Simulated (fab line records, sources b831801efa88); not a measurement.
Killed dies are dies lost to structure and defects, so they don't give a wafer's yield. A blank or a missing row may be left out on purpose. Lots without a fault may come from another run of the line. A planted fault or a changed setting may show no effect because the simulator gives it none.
Which tool did it? | flow gf180mcu | 12 lots, 36 wafers sampled, at 6 steps of a route of 602

WHAT THE GAUGES READ, wafer by wafer
GF_V1_CD_MEAS_14: target cd 260 nm. Usual: cd_nm 260.0 nm, standard deviation 1.3.
lot  | measured     | on        | cd_nm (nm)        | flag
L422 | day 18 07:05 | cd_sem-01 | 261.7 261.4 262.0 |
L423 | day 18 18:42 | cd_sem-02 | 260.5 260.4 261.1 |
L425 | day 19 14:32 | cd_sem-02 | 261.9 261.5 261.6 |
L426 | day 19 20:44 | cd_sem-01 | 261.1 259.5 261.6 |
L429 | day 20 16:34 | cd_sem-01 | 261.6 261.2 262.0 |
L433 | day 22 05:42 | cd_sem-02 | 259.0 260.1 260.0 |
L435 | day 23 00:08 | cd_sem-01 | 262.7 261.7 261.5 |
L436 | day 23 05:14 | cd_sem-01 | 259.6 261.3 260.7 |
L442 | day 25 04:23 | cd_sem-01 | 260.7 260.4 260.7 |
L443 | day 25 10:44 | cd_sem-02 | 260.5 259.4 260.2 |
L444 | day 25 19:34 | cd_sem-02 | 258.1 259.6 259.1 |
L445 | day 26 07:09 | cd_sem-01 | 258.7 260.8 260.5 |

GF_V1_RS_MEAS_24: measures by four-point-probe. Usual: V1_W_RS 0.330 ohm/sq, standard deviation 0.0035.
lot  | measured     | on            | V1_W_RS (ohm/sq)  | flag
L422 | day 18 08:07 | film_metro-01 | 0.336 0.329 0.327 |
L423 | day 18 19:47 | film_metro-04 | 0.323 0.327 0.327 |
L425 | day 19 15:34 | film_metro-02 | 0.325 0.330 0.327 |
L426 | day 19 21:46 | film_metro-04 | 0.331 0.324 0.329 |
L429 | day 20 17:35 | film_metro-02 | 0.332 0.330 0.332 |
L433 | day 22 06:46 | film_metro-04 | 0.329 0.328 0.342 |
L435 | day 23 01:10 | film_metro-01 | 0.340 0.328 0.338 |
L436 | day 23 06:16 | film_metro-02 | 0.334 0.334 0.330 |
L442 | day 25 05:25 | film_metro-01 | 0.332 0.335 0.331 |
L443 | day 25 11:47 | film_metro-04 | 0.332 0.331 0.327 |
L444 | day 25 20:41 | film_metro-04 | 0.330 0.329 0.333 |
L445 | day 26 08:32 | film_metro-02 | 0.327 0.326 0.330 |

GF_V1_THK_MEAS_25: measures by xrf. Usual: V1_W_THK 354 nm, standard deviation 4.2.
lot  | measured     | on            | V1_W_THK (nm) | flag
L422 | day 18 08:14 | film_metro-01 | 345 352 356   |
L423 | day 18 19:54 | film_metro-04 | 360 358 357   |
L425 | day 19 15:41 | film_metro-02 | 355 352 352   |
L426 | day 19 21:53 | film_metro-04 | 349 355 349   |
L429 | day 20 17:42 | film_metro-02 | 349 351 349   |
L433 | day 22 06:53 | film_metro-04 | 359 358 344   |
L435 | day 23 01:17 | film_metro-01 | 341 352 341   |
L436 | day 23 06:23 | film_metro-02 | 357 353 356   |
L442 | day 25 05:32 | film_metro-01 | 350 348 353   |
L443 | day 25 11:53 | film_metro-04 | 352 351 357   |
L444 | day 25 20:48 | film_metro-04 | 353 352 349   |
L445 | day 26 08:39 | film_metro-02 | 363 364 360   |

GF_V3_CD_MEAS_14: target cd 260 nm. Usual: cd_nm 260.1 nm, standard deviation 1.4.
lot  | measured     | on        | cd_nm (nm)        | flag
L422 | day 22 13:44 | cd_sem-02 | 259.9 260.0 260.3 |
L423 | day 23 00:49 | cd_sem-02 | 258.1 258.2 258.5 |
L425 | day 23 18:47 | cd_sem-01 | 262.3 262.0 262.1 |
L426 | day 24 02:05 | cd_sem-02 | 258.5 257.5 257.8 |
L429 | day 24 18:54 | cd_sem-01 | 260.5 259.5 259.6 |
L433 | day 26 04:42 | cd_sem-02 | 261.1 261.1 260.2 |
L435 | day 26 20:44 | cd_sem-01 | 258.5 259.8 261.2 |
L436 | day 27 02:11 | cd_sem-02 | 259.9 259.5 259.0 |
L442 | day 28 20:55 | cd_sem-01 | 262.2 262.7 260.9 |
L443 | day 29 01:32 | cd_sem-01 | 258.0 257.8 256.9 |
L444 | day 29 11:19 | cd_sem-02 | 259.2 258.6 259.4 |
L445 | day 29 20:43 | cd_sem-01 | 260.2 260.6 261.0 |

GF_M4_THK_MEAS_06: measures by xrf. Usual: M4_ALCU_THK 452 nm, standard deviation 4.8.
lot  | measured     | on            | M4_ALCU_THK (nm) | flag
L422 | day 22 15:39 | film_metro-03 | 459 460 460      |
L423 | day 23 02:40 | film_metro-03 | 453 456 454      |
L425 | day 23 20:38 | film_metro-03 | 441 444 452      |
L426 | day 24 04:02 | film_metro-04 | 448 448 450      |
L429 | day 24 20:46 | film_metro-04 | 452 457 453      |
L433 | day 26 06:53 | film_metro-04 | 455 449 454      |
L435 | day 26 22:36 | film_metro-04 | 451 448 449      |
L436 | day 27 04:05 | film_metro-03 | 454 457 453      |
L442 | day 28 22:47 | film_metro-04 | 448 452 450      |
L443 | day 29 03:22 | film_metro-03 | 453 453 455      |
L444 | day 29 13:41 | film_metro-02 | 451 454 452      |
L445 | day 29 22:40 | film_metro-04 | 452 458 449      |

WHICH TOOL RAN EACH LOT (tool, then ch and the chambers of the sampled wafers, then the start)
lot  | GF_V1_CVD_23
L422 | cvd_w-02 ch 0,1, day 18 08:00
L423 | cvd_w-02 ch 0,1, day 18 19:39
L425 | cvd_w-02 ch 0,1, day 19 15:27
L426 | cvd_w-02 ch 0, day 19 21:39
L429 | cvd_w-01 ch 0,1, day 20 17:28
L433 | cvd_w-02 ch 0,1, day 22 06:38
L435 | cvd_w-02 ch 0,1, day 23 01:04
L436 | cvd_w-01 ch 0,1, day 23 06:08
L442 | cvd_w-01 ch 0,1, day 25 05:19
L443 | cvd_w-01 ch 0,1, day 25 11:40
L444 | cvd_w-02 ch 0,1, day 25 20:34
L445 | cvd_w-01 ch 0,1, day 26 08:25
- GF_V1_CVD_23: deposits W, target thk 350 nm, time 105.05 s.

WHAT THE TOOLS THEMSELVES READ (means of the sampled wafers that have a number; where no wafer has one, the mark that the record gives instead)
GF_V1_CVD_23. Usual: chamber_pressure_Torr 40.00 Torr, standard deviation 0.074; heater_power_w 880 W, standard deviation 76.
lot  | tool     | chamber_pressure_Torr (Torr) | heater_power_w (W) | flag
L422 | cvd_w-02 | 39.94                        | 843                |
L423 | cvd_w-02 | 40.02                        | 803                |
L425 | cvd_w-02 | 40.03                        | 809                |
L426 | cvd_w-02 | 39.95                        | 769                |
L429 | cvd_w-01 | 40.02                        | 951                |
L433 | cvd_w-02 | 40.05                        | 858                |
L435 | cvd_w-02 | 39.99                        | 818                |
L436 | cvd_w-01 | 40.00                        | 947                |
L442 | cvd_w-01 | 40.08                        | 950                |
L443 | cvd_w-01 | 40.07                        | 964                |
L444 | cvd_w-02 | 39.99                        | 858                |
L445 | cvd_w-01 | 39.97                        | 963                |

THE ANSWER, worked out from the rows above alone
Rule: a lot is off if the mean of its wafers that have a number lies more than 3 standard deviations from the usual mean. A lot without any number at a reading at which 4 lots or more have one is off too. The other lots that the step has rows for count as sound. The gauges are gone through in route order, then the tools' own readings, and for those a lot's mean is taken as printed above. The first step at which some lot is off is used, and at that step the reading that is off furthest; a lot without a number counts as furthest.
No lot is off at any reading shown: from this, nothing can be told.

WHAT THE SIMULATOR HAD PUT IN
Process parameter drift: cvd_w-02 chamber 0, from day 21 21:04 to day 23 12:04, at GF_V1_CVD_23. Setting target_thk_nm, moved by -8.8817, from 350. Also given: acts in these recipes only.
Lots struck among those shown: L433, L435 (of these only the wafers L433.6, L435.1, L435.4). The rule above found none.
